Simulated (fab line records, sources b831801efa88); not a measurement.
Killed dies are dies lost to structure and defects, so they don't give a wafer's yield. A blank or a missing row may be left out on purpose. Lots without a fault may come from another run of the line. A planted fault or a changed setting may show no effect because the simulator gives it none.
Chamber matching | flow sfq_line | SFQ_TRILAYER_I0_CMP_CMP_028 on cmp-02: 4 sister chambers
The step polishes SiO2. 8 wafers are shown with their chamber, then 7 later ones without.

WAFERS WITH THEIR CHAMBER
wafer  | chamber | motor_current_A (A) | platen_rpm (rpm)
L636.4 | 3       | 8.7                 | 59.98
L638.5 | 0       | 9.0                 | 59.99
L638.6 | 1       | 9.9                 | 59.97
L639.1 | 2       | 8.8                 | 60.14
L639.2 | 0       | 8.8                 | 60.00
L639.5 | 2       | 8.5                 | 60.08
L641.4 | 1       | 10.0                | 60.00
L641.5 | 3       | 9.0                 | 59.99

WAFERS WITHOUT THEIR CHAMBER
wafer  | motor_current_A (A) | platen_rpm (rpm)
L641.6 | 9.6                 | 60.02
L649.2 | 10.0                | 60.07
L649.4 | 8.6                 | 60.00
L649.6 | 8.9                 | 60.00
L657.1 | 8.8                 | 59.97
L657.3 | 8.4                 | 60.08
L657.5 | 9.9                 | 60.01

WHICH CHAMBER EACH WENT THROUGH
wafer  | from the rows above     | in truth
L641.6 | can't be placed: 1 or 0 | 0
L649.2 | 1                       | 1
L649.4 | can't be placed: 3 or 0 | 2
L649.6 | can't be placed: 0 or 3 | 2
L657.1 | can't be placed: 3 or 0 | 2
L657.3 | 2                       | 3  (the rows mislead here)
L657.5 | 1                       | 1
Placed correctly: 2 of 7. Can't be placed from these rows: 4 (the true chamber is among the candidates in 1). Placed wrongly: 1.
How it was worked out, from the rows above alone: a wafer's distance from a chamber is the root of the sum, over the readings, of the square of ((its reading less the chamber's mean) divided by the reading's scatter). The wafer belongs to the nearest chamber; if the next one is less than 2 further off, it can't be placed. A chamber's mean is the mean of its shown wafers. The scatter: the root of (the sum of the squares of (reading less its chamber's mean) over the shown wafers, divided by (wafers less chambers)).
